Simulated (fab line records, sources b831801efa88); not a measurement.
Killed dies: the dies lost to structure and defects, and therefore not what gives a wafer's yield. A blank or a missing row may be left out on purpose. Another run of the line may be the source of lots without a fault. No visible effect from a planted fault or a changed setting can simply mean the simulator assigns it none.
fab line records	flow gf180mcu
record: lots: 11	wafers: 33	last-day: 34
route steps=602 shown NWELL@52 HV_LDD@212 CONTACT@303 M1@318
lots that met no fault: from a run of the same line without faults
start-h: hours from the record's opening day to when the first of the lot's shown wafers began	wait-h: how many hours have passed since the lot's step before this one	" unchanged from the row above	L1.1+2: a single row standing in for several wafers	- no value, or no start given	* or withheld: withheld	< > ~ a bound
route shown NAME@n: a module of which the file shows steps, and the number in the route of the first	usual: mean and standard deviation over wafers with no fault	same: alike in all rows	chamber/n: place in a boat	sites: each site's reading	_std_site: their standard deviation	_edge_site: inner sites' mean taken away from outer sites' mean	radius-mm: how far each site lies from the wafer's centre	mask NAME#n: copy n	behind: tool/chamber where the wafer was last shaped	hold: why the lot went on hold/how many hours it stayed there/how the hold came to an end	device: names the non-switching transistor (n, p or np)	end of line: tests of these same wafers at the route's end	where a step has no rows: the recipe by itself	killed: count of dies lost to structure and defects at first sort (not the wafer's yield)	map: a wafer's dies, x killed, . not, _ none there
set.NAME: the run value of the setting; set.NAME@STEP: its run value at that earlier step	model.NAME: the simulator's own value behind a step, which no gauge read
steps of the route over a sample of lots; a table a step, a row a wafer
services: from which hour (start-h, from the record's first day; less than 0 if before it) a tool's chamber was out of use, for how many hours, and why
== steps ==
step: GF_NWELL_STRIP_10
recipe: chemistry: O2/N2	power-w: 1400	pressure-mtorr: 1500	platen-temp-c: 250	o2-flow-sccm: 3000	n2-flow-sccm: 300	overash-fraction: 0.5
usual: drypump-motor-current-A: 5.7/0.39	heater-power-w: 344/46	oes-product-au: 0.722/0.0049	strip-time-to-endpoint-s: 36.97/0.11
lot.wafer	tool	chamber	start-h	wait-h	drypump-motor-current-A	heater-power-w	oes-product-au	rf-hours-counter-h	strip-time-to-endpoint-s
L166.1	plasma-asher-04	0	58.10	0.1	6.1	365	0.714	26	36.67
L166.3	"	1	"	"	5.6	324	0.720	-	36.65
L166.5	"	0	"	"	6.1	369	0.728	-	36.73
L167.2	plasma-asher-01	1	62.44	0.1	5.4	306	0.728	36	36.87
L167.3	"	1	"	"	5.4	306	0.726	-	36.90
L167.6	"	0	"	"	5.0	292	0.723	-	36.90
L170.1	plasma-asher-02	0	81.19	0.1	6.0	342	0.713	44	36.97
L170.2	"	1	"	"	6.0	445	0.724	44	37.01
L170.5	"	1	"	"	6.0	449	0.725	-	36.95
L172.4	plasma-asher-02	0	88.97	0.1	6.0	330	0.723	-	36.92
L172.5	"	1	"	"	6.1	443	0.717	-	37.00
L172.6	"	0	"	"	6.0	327	0.721	-	36.98
L174.2	plasma-asher-04	0	100.20	0.1	6.1	373	0.718	30	37.04
L174.3	"	0	"	"	6.1	376	0.717	-	37.03
L174.6	"	1	"	"	5.6	316	0.714	-	37.13
L175.4	plasma-asher-02	1	105.17	0.1	6.0	442	0.721	-	36.88
L175.5	"	1	"	"	6.0	444	0.722	-	36.90
L175.6	"	0	"	"	6.0	324	0.722	-	37.03
L176.1	plasma-asher-01	0	111.39	0.2	4.9	303	0.719	42	36.95
L176.4	"	1	"	"	5.4	313	0.726	-	37.04
L176.5	"	0	"	"	4.9	297	0.718	-	37.04
L181.2	plasma-asher-02	0	137.99	0.1	6.0	327	0.718	51	37.02
L181.4	"	0	"	"	6.0	331	0.726	-	36.85
L181.6	"	0	"	"	6.0	330	0.717	-	36.85
L182.1	plasma-asher-01	1	153.09	0.1	5.4	310	0.720	47	37.05
L182.2	"	0	"	"	5.0	299	0.723	47	37.09
L182.3	"	0	"	"	4.9	300	0.725	-	37.15
L187.1	plasma-asher-04	1	171.64	0.1	5.5	318	0.723	36	36.92
L187.3	"	0	"	"	6.1	373	0.723	-	36.91
L187.5	"	1	"	"	5.6	330	0.724	-	36.86
L188.1	plasma-asher-01	0	180.49	0.1	4.9	299	0.725	49	36.99
L188.3	"	1	"	"	5.4	310	0.719	-	37.08
L188.5	"	1	"	"	5.4	311	0.723	-	37.00
step: GF_HV_LDD_IMPLANT_36
recipe: species: P	energy-kev: 60	dose-cm2: 7.5e+12	tilt-deg: 30	rotation-deg: 270
usual: dose-ions-cm2: 7.501e+12/8.1e+09	faraday-current-uA: 42.4/0.79
lot.wafer	tool	chamber	start-h	wait-h	dose-ions-cm2	faraday-current-uA
L166.1	implanter-04	0	261.26	0.1	7.519e+12	42.4
L166.3	"	0	"	"	7.509e+12	42.1
L166.5	"	0	"	"	7.516e+12	41.8
L167.2	implanter-02	0	264.24	0.1	7.515e+12	43.6
L167.3	"	0	"	"	7.51e+12	43.1
L167.6	"	0	"	"	7.503e+12	42.2
L170.1	implanter-04	0	287.16	0.1	7.494e+12	42.4
L170.2	"	0	"	"	7.493e+12	41.6
L170.5	"	0	"	"	7.491e+12	42.4
L172.4	implanter-04	0	300.54	0.1	7.492e+12	41.5
L172.5	"	0	"	"	7.504e+12	43.3
L172.6	"	0	"	"	7.493e+12	43.4
L174.2	implanter-03	0	320.68	0.1	7.509e+12	42.8
L174.3	"	0	"	"	7.503e+12	42.7
L174.6	"	0	"	"	7.505e+12	44.0
L175.4	implanter-03	0	327.84	0.1	7.501e+12	43.5
L175.5	"	0	"	"	7.502e+12	42.0
L175.6	"	0	"	"	7.499e+12	42.4
L176.1	implanter-03	0	332.71	0.1	7.507e+12	43.5
L176.4	"	0	"	"	7.504e+12	41.1
L176.5	"	0	"	"	7.505e+12	43.3
L181.2	implanter-03	0	376.94	0.1	3.709e+12	21.1
L181.4	"	0	"	"	3.723e+12	20.5
L181.6	"	0	"	"	3.707e+12	20.6
L182.1	implanter-03	0	392.05	0.1	3.725e+12	21.4
L182.2	"	0	"	"	3.716e+12	21.2
L182.3	"	0	"	"	3.722e+12	20.9
L187.1	implanter-04	0	416.00	0.1	7.501e+12	43.1
L187.3	"	0	"	"	7.499e+12	41.9
L187.5	"	0	"	"	7.483e+12	40.5
L188.1	implanter-04	0	433.26	0.1	7.513e+12	42.2
L188.3	"	0	"	"	7.501e+12	42.9
L188.5	"	0	"	"	7.501e+12	42.4
step: GF_HV_LDD_TW_MEAS_38
usual: HV_LDD_3_TW: 1433/11
lot.wafer	tool	chamber	start-h	wait-h	HV_LDD_3_TW
L166.1	film-metro-04	-	261.51	0.1	1446
L166.3	"	-	"	"	1449
L166.5	"	-	"	"	1446
L167.2	film-metro-04	-	264.47	0.1	1448
L167.3	"	-	"	"	1446
L167.6	"	-	"	"	1446
L170.1	film-metro-04	-	287.42	0.1	1451
L170.2	"	-	"	"	1446
L170.5	"	-	"	"	1450
L172.4	film-metro-02	-	300.74	0.1	1418
L172.5	"	-	"	"	1425
L172.6	"	-	"	"	1425
L174.2	film-metro-01	-	320.91	0.1	1439
L174.3	"	-	"	"	1447
L174.6	"	-	"	"	1446
L175.4	film-metro-04	-	328.04	0.1	1441
L175.5	"	-	"	"	1437
L175.6	"	-	"	"	1445
L176.1	film-metro-01	-	332.96	0.1	1432
L176.4	"	-	"	"	1443
L176.5	"	-	"	"	1444
L181.2	film-metro-02	-	377.17	0.1	1368
L181.4	"	-	"	"	1368
L181.6	"	-	"	"	1363
L182.1	film-metro-02	-	392.30	0.1	1357
L182.2	"	-	"	"	1370
L182.3	"	-	"	"	1363
L187.1	film-metro-02	-	416.25	0.1	1414
L187.3	"	-	"	"	1412
L187.5	"	-	"	"	1416
L188.1	film-metro-02	-	433.51	0.1	1419
L188.3	"	-	"	"	1419
L188.5	"	-	"	"	1425
step: GF_HV_LDD_RS_MEAS_53
recipe: thk-meas-gauge: four-point-probe
usual: HV_LDD_RS: 418.1/0.93
lot.wafer	tool	chamber	start-h	wait-h	HV_LDD_RS[ohm/sq]
L166.1	film-metro-02	-	280.89	0.1	417.1
L166.3	"	-	"	"	416.5
L166.5	"	-	"	"	418.1
L167.2	film-metro-02	-	284.12	0.1	418.4
L167.3	"	-	"	"	418.4
L167.6	"	-	"	"	417.1
L170.1	film-metro-04	-	307.74	0.1	418.9
L170.2	"	-	"	"	419.1
L170.5	"	-	"	"	419.9
L172.4	film-metro-02	-	321.63	0.1	417.9
L172.5	"	-	"	"	417.3
L172.6	"	-	"	"	417.4
L174.2	film-metro-04	-	342.66	0.1	417.6
L174.3	"	-	"	"	417.9
L174.6	"	-	"	"	417.7
L175.4	film-metro-04	-	350.03	0.1	417.2
L175.5	"	-	"	"	416.8
L175.6	"	-	"	"	417.5
L176.1	film-metro-04	-	353.84	0.1	417.2
L176.4	"	-	"	"	418.6
L176.5	"	-	"	"	418.6
L181.2	film-metro-04	-	400.21	0.1	430.3
L181.4	"	-	"	"	430.2
L181.6	"	-	"	"	428.8
L182.1	film-metro-04	-	416.19	0.1	429.5
L182.2	"	-	"	"	428.6
L182.3	"	-	"	"	429.3
L187.1	film-metro-01	-	440.43	0.1	417.2
L187.3	"	-	"	"	417.4
L187.5	"	-	"	"	417.9
L188.1	film-metro-04	-	458.43	0.1	416.9
L188.3	"	-	"	"	415.8
L188.5	"	-	"	"	418.4
step: GF_CONTACT_ETCH_16
recipe: chemistry: N2/H2	target-depth-a: withheld	overetch-a: withheld	time-s: withheld	target: BARC	ion-energy-ev: 200	source-w: 500	bias-w: 100	pressure-mtorr: 30	n2-flow-sccm: 100	h2-flow-sccm: 200
usual: bias-w: 100.0/0.31	drypump-motor-current-A: 5.9/0.39	oes-product-au: 0.855/0.0048	throttle-valve-pct: 13.224/0.0091
lot.wafer	tool	chamber	start-h	wait-h	bias-w	drypump-motor-current-A	oes-product-au	throttle-valve-pct
L166.1	rie-diel-02	2	370.85	0.0	99.6	6.5	0.853	13.223
L166.3	"	0	"	"	99.9	6.4	0.848	13.242
L166.5	"	3	"	"	99.6	6.4	0.851	13.212
L167.2	rie-diel-01	3	375.25	0.0	100.0	5.7	0.853	13.224
L167.3	"	0	"	"	99.8	6.1	0.853	13.224
L167.6	"	0	"	"	100.1	6.1	0.857	13.247
L170.1	rie-diel-01	1	400.31	0.0	100.1	5.7	0.850	13.211
L170.2	"	0	"	"	99.9	6.1	0.846	13.228
L170.5	"	1	"	"	100.2	5.7	0.849	13.228
L172.4	rie-diel-03	3	418.50	0.0	100.1	5.7	0.853	13.224
L172.5	"	1	"	"	99.8	5.8	0.858	13.234
L172.6	"	2	"	"	100.6	6.4	0.858	13.229
L174.2	rie-diel-02	0	440.91	0.0	100.2	6.4	0.853	13.211
L174.3	"	1	"	"	99.4	5.5	0.855	13.218
L174.6	"	1	"	"	100.2	5.5	0.862	13.237
L175.4	rie-diel-03	0	448.70	0.0	100.2	5.7	0.861	13.232
L175.5	"	1	"	"	100.0	5.8	0.854	13.239
L175.6	"	2	"	"	100.4	6.4	0.860	13.227
L176.1	rie-diel-01	1	453.50	0.0	100.3	5.7	0.854	13.214
L176.4	"	0	"	"	99.9	6.1	0.855	13.216
L176.5	"	2	"	"	100.1	5.2	0.847	13.232
L181.2	rie-diel-02	3	501.96	0.0	100.6	6.4	0.849	13.209
L181.4	"	0	"	"	100.2	6.4	0.852	13.221
L181.6	"	1	"	"	99.6	5.5	0.862	13.220
L182.1	rie-diel-03	3	519.60	0.0	99.5	5.7	0.865	13.237
L182.2	"	1	"	"	100.3	5.8	0.848	13.222
L182.3	"	2	"	"	99.4	6.4	0.865	13.209
L187.1	rie-diel-03	2	541.26	0.0	99.8	6.4	0.856	13.232
L187.3	"	1	"	"	99.6	5.8	0.854	13.225
L187.5	"	0	"	"	99.7	5.7	0.851	13.213
L188.1	rie-diel-03	2	555.01	0.0	100.3	6.4	0.859	13.226
L188.3	"	1	"	"	99.7	5.8	0.858	13.225
L188.5	"	0	"	"	100.1	5.6	0.857	13.225
step: GF_M1_SPUTTER_03
recipe: material: Ti	target-thk-nm: 10	substrate-temp-c: 300	chamber-pressure-pa: 0.3	power-w: 3000	time-s: 6.7
usual: throttle-valve-pct: 29.6/0.91
lot.wafer	tool	chamber	start-h	wait-h	throttle-valve-pct
L166.1	pvd-sputter-02	-	372.17	0.0	28.4
L166.3	"	-	"	"	30.9
L166.5	"	-	"	"	29.0
L167.2	pvd-sputter-04	-	376.55	0.0	29.7
L167.3	"	-	"	"	28.1
L167.6	"	-	"	"	28.2
L170.1	pvd-sputter-02	-	401.72	0.0	30.9
L170.2	"	-	"	"	28.4
L170.5	"	-	"	"	28.2
L172.4	pvd-sputter-03	-	419.91	0.0	30.0
L172.5	"	-	"	"	28.6
L172.6	"	-	"	"	29.9
L174.2	pvd-sputter-03	-	442.23	0.0	29.9
L174.3	"	-	"	"	29.8
L174.6	"	-	"	"	30.0
L175.4	pvd-sputter-04	-	450.03	0.0	29.4
L175.5	"	-	"	"	29.4
L175.6	"	-	"	"	29.0
L176.1	pvd-sputter-04	-	454.85	0.0	29.2
L176.4	"	-	"	"	29.2
L176.5	"	-	"	"	28.9
L181.2	pvd-sputter-03	-	503.26	0.0	29.8
L181.4	"	-	"	"	29.8
L181.6	"	-	"	"	29.7
L182.1	pvd-sputter-03	-	520.90	0.0	28.8
L182.2	"	-	"	"	29.8
L182.3	"	-	"	"	30.0
L187.1	pvd-sputter-02	-	542.57	0.0	28.6
L187.3	"	-	"	"	31.6
L187.5	"	-	"	"	30.7
L188.1	pvd-sputter-03	-	556.31	0.0	30.1
L188.3	"	-	"	"	29.7
L188.5	"	-	"	"	30.0
== services ==
tool	chamber	start-h	hours	kind
implanter-03	-	65.45	1.9	repair
pvd-sputter-03	-	85.83	7.3	repair
pvd-sputter-03	-	101.87	9.4	repair
rie-diel-03	1	109.75	10.6	repair
implanter-03	-	111.92	2.4	repair
rie-diel-03	3	116.95	2.0	repair
rie-diel-03	3	120.91	8.6	repair
implanter-03	-	129.24	0.9	repair
implanter-03	-	165.29	3.9	pm
rie-diel-03	3	173.33	7.6	repair
rie-diel-03	1	185.65	2.7	repair
pvd-sputter-03	-	199.76	1.9	repair
rie-diel-03	0	203.77	2.6	repair
pvd-sputter-03	-	215.33	1.5	repair
implanter-04	-	231.58	6.2	repair
implanter-04	-	231.78	3.1	repair
implanter-04	-	240.25	3.9	pm
implanter-03	-	271.86	6.1	pm
implanter-03	-	277.96	4.3	pm
rie-diel-03	-	281.95	2.8	pm
rie-diel-03	1	297.69	3.1	repair
implanter-04	-	324.32	30.0	pm
rie-diel-03	2	326.93	3.3	repair
pvd-sputter-03	-	338.98	12.2	repair
== key ==
first-sign: step: GF_HV_LDD_IMPLANT_36	reading: dose-ions-cm2	direction: down	sigmas: 99+	usual: 7.501e+12	struck: 3.717e+12
effect: step: GF_HV_LDD_IMPLANT_36	reading: faraday-current-uA	direction: down	sigmas: 27	usual: 42.4	struck: 21.0
effect: step: GF_HV_LDD_TW_MEAS_38	reading: HV_LDD_3_TW	direction: down	sigmas: 6.1	usual: 1433	struck: 1365
effect: step: GF_HV_LDD_RS_MEAS_53	reading: HV_LDD_RS	direction: up	sigmas: 12	usual: 418.1	struck: 429.5
met-at GF_HV_LDD_IMPLANT_36
struck-lots L181,L182
tester-left-out L181,L182
not-acting-at GF_NWELL_STRIP_10,GF_CONTACT_ETCH_16,GF_M1_SPUTTER_03
onset-between 332.71 376.94
fault: kind: process-parameter-drift	tool: implanter-03	chamber: -	onset-h: 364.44	steps: GF_HV_LDD_IMPLANT_36	channel: dose-cm2	offset: -3.7878e+12	shape: step	end-h: 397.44	acts-in: these-recipes-only	stated: 7.5e+12
tester-left-out: of these lots the tester's yield and bins aren't shown, on N5 and GAA mostly nor the transistor test; their killed dies are dies lost to structure and defects alone, not to doping, threshold or leakage, so they don't give the yield
